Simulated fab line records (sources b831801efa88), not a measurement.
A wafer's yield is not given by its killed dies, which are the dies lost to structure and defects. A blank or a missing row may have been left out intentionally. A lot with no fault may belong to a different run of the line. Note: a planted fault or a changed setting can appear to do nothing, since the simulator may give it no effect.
Problem report, 8D (eight disciplines) form, completed by code ; flow sky130 ; the parts of the form that need people (team, actions taken, sign-off) are left out

== 1. WHAT IS WRONG ==
Mean METAL2_ALCU_RS at SKY_METAL2_RS_MEAS_05: 0.1744 ohm/sq over 9 wafers in 3 lots; fault-free wafers: 0.1271 ohm/sq, standard deviation 0.0016. Relative to the usual mean, that is a shift of +30 standard deviations.
The step: measures by four-point-probe.
First seen on wafer L533.1, day 39 19:59, on filmMetro-02. The record has a number at this step for 27 wafers belonging to 9 lots. The rule behind "out" and "out of limits": a value lying over 4 standard deviations away from the usual mean. The rest of the wafers with a number are treated as sound.

== 2. WHAT IT IS, WHAT IT ISN'T ==
question;is;is not
which readings at this step;METAL2_ALCU_RS;-
which lots;L533, L535, L538;L521, L524, L528, L530, L539, L540
which wafers of those lots;all that have a number;-
read on which gauges;filmMetro-02, filmMetro-03;filmMetro-01
when;from day 39 19:59;"up to then (12 sound wafers); but 6 sound wafers of L539, L540 came after"

== 3. SUSPECTS, AND WHAT RULES EACH OUT ==
Counting: a tool at any process step up to the reading remains a suspect when it ran all the lots that are out and ran no sound lot after the first of those.
- the gauge at SKY_METAL2_RS_MEAS_05: ruled out. Those wafers that are out were read across 2 gauges (filmMetro-02, filmMetro-03).
- pvdSputter-01 at SKY_METAL2_SPUTTER_02 (material AlCu, target thk 250 nm, time 13.3 s): kept. It processed each lot that is out, first L533 at day 39 19:54, and no sound lot thereafter; up to then, the last sound lot it processed was L528 at day 36 09:01.
Left after counting: pvdSputter-01 at SKY_METAL2_SPUTTER_02.

== 4. THE CAUSE (what the simulator had put in) ==
Site profile drift: pvdSputter-01, from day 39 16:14 on, at SKY_METAL2_SPUTTER_02. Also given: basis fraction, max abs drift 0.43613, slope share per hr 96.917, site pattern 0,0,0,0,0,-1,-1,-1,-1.
The count eliminated every tool but this one.

== 5. SEQUENCE OF EFFECTS, ordered by route ==
Each row: a reading whose mean over the struck wafers that have a number lies more than 3 standard deviations from the usual. Scope: only readings with a usual standard deviation given in the record; hours: median across lots of the time from each lot's start at the first step in this table that gives one to its start at this step; sigmas: change in usual standard deviations.
hours;step;reading;usual;on struck wafers;change;sigmas
0;SKY_METAL2_RS_MEAS_05;METAL2_ALCU_RS;0.1271 ohm/sq;0.1744;+0.0473;+30
6;SKY_METAL2_THK_MEAS_06;METAL2_ALCU_THK;245 nm;197;-48;-14
24;SKY_METAL2_METAL_ETCH_19;oesProductAu;0.855 a.u.;0.789;-0.066;-12
Its process steps:
- SKY_METAL2_METAL_ETCH_19: etches the open film in Cl2/BCl3, stops on SiO2, target depth 360 nm, time 78 s.
Later measuring or inspecting steps at which every struck wafer that the step has a row for has a number for every such reading, and none has moved that far: SKY_METAL2_CD_MEAS_15.

== 6. HOW IT WOULD HAVE BEEN CAUGHT EARLIER ==
Counted from the fault's start at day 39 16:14, it took 4 hours until the first out-of-limits reading at a measuring or inspecting step in this record, taken at day 39 19:59.
Tool readings at SKY_METAL2_SPUTTER_02 with a usual standard deviation given in the record: none out on any struck wafer, hence no alarm at a limit of 4 standard deviations on them.
Lots out: 3; of these, L535, L538 started SKY_METAL2_SPUTTER_02 on pvdSputter-01 after day 39 19:59. A hold on the tool at that time would have spared those 2.
